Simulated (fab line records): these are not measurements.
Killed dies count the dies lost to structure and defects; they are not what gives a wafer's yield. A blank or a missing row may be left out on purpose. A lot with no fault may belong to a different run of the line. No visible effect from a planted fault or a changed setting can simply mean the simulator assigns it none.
What tool caused it? | flow sky130 | 39 wafers from 13 lots sampled at 3 of the route's 708 steps

## WHAT THE GAUGES SHOWED, per wafer
SKY_VIA4_THK_MEAS_01.
lot  | measured     | on            | VIA4_HDPCVD_THK (nm)
L855 | day 41 22:07 | film metro-02 | 1738 1714 1747
L857 | day 42 09:08 | film metro-02 | 1699 1728 1721
L858 | day 42 20:31 | film metro-03 | 1742 1739 1752
L859 | day 43 02:17 | film metro-03 | 1736 1751 1724
L862 | day 44 03:32 | film metro-03 | 1769 1740 1767
L864 | day 44 12:17 | film metro-02 | 1738 1745 1719
L863 | day 44 18:21 | film metro-03 | 1743 1745 1740
L865 | day 44 19:55 | film metro-03 | 1776 1778 1757
L867 | day 45 08:07 | film metro-02 | 1746 1754 1745
L866 | day 45 11:59 | film metro-02 | 1777 1767 1783
L868 | day 45 21:23 | film metro-02 | 1763 1751 1778
L871 | day 46 09:50 | film metro-03 | 1742 1755 1782
L877 | day 48 07:06 | film metro-02 | 1718 1732 1720

SKY_VIA4_OVL_MEAS_11.
lot  | measured     | on         | VIA4_OVL (nm)
L855 | day 42 22:28 | overlay-01 | -0.2 0.0 -0.7
L857 | day 43 08:53 | overlay-01 | 0.9 0.4 1.8
L858 | day 43 19:44 | overlay-01 | -1.1 -2.5 -1.1
L859 | day 44 01:05 | overlay-02 | 1.1 -1.4 0.9
L862 | day 45 02:07 | overlay-01 | -1.2 -1.5 -2.0
L864 | day 45 10:04 | overlay-02 | 2.4 -0.6 2.0
L863 | day 45 15:53 | overlay-02 | -0.7 0.0 -1.2
L865 | day 45 17:29 | overlay-02 | -0.4 0.0 -1.0
L867 | day 46 05:22 | overlay-02 | 0.8 -0.2 -0.2
L866 | day 46 09:20 | overlay-02 | -1.9 0.3 -0.3
L868 | day 46 17:49 | overlay-01 | 3.3 -0.4 1.4
L871 | day 47 06:32 | overlay-01 | -0.5 1.4 -0.3
L877 | day 49 02:20 | overlay-02 | -1.6 1.5 0.2

## TOOL THAT RAN EACH LOT (tool first, then ch and the chambers of the sampled wafers, then the start)
lot  | SKY_CONTACT_CVD_00
L855 | pecvd-04 ch 0,1,2, day 30 06:59
L857 | pecvd-02 ch 0,1,2, day 30 22:17
L858 | pecvd-03 ch 0,1,2, day 31 12:13
L859 | pecvd-04 ch 0,1,2, day 31 17:47
L862 | pecvd-02 ch 0,2, day 33 00:53
L864 | pecvd-04 ch 1,2, day 33 11:44
L863 | pecvd-03 ch 0,1,2, day 33 18:53
L865 | pecvd-02 ch 0,1,2, day 33 20:44
L867 | pecvd-03 ch 0,1,2, day 34 10:50
L866 | pecvd-04 ch 0,2, day 34 17:05
L868 | pecvd-02 ch 0,2, day 35 05:02
L871 | pecvd-04 ch 1,2, day 35 18:57
L877 | pecvd-04 ch 0,2, day 38 07:38
- SKY_CONTACT_CVD_00: deposits Si3N4, target thk 75 nm.

## AS READ BY THE TOOLS THEMSELVES (means over the sampled wafers that have a number; for cases with no such wafer, the mark the record gives instead)
SKY_CONTACT_CVD_00.
lot  | tool     | heater power w (W)
L855 | pecvd-04 | 771
L857 | pecvd-02 | 738
L858 | pecvd-03 | 678
L859 | pecvd-04 | 734
L862 | pecvd-02 | 635
L864 | pecvd-04 | 722
L863 | pecvd-03 | 672
L865 | pecvd-02 | 706
L867 | pecvd-03 | 698
L866 | pecvd-04 | 700
L868 | pecvd-02 | 683
L871 | pecvd-04 | 786
L877 | pecvd-04 | 708

## THE ANSWER, worked out from the rows above alone
Rule: the lots themselves supply what counts as usual. The widest of any qualifying gaps counts: lots, ordered by their means at a reading, are off when they make up no more than a third of the lots, leave a main group of 4 or more, and stand apart from it by 3 or more times the standard deviation of that group's means. A main group whose means are all the same, to the digits that the tables above print for the reading, isn't used. Also off: a lot with no number at a reading for which 4 or more lots have one. Where the step has rows for the other lots, those lots are counted as sound. First the gauges in route order, then the tools' own readings, where a lot's mean is used as printed above. At the first step where some lot is off, the reading lying furthest off is the one used; lots without a number count as furthest.
No lot is off on any of the readings shown, so nothing can be concluded from this.

## WHAT HAD BEEN PUT IN BY THE SIMULATOR
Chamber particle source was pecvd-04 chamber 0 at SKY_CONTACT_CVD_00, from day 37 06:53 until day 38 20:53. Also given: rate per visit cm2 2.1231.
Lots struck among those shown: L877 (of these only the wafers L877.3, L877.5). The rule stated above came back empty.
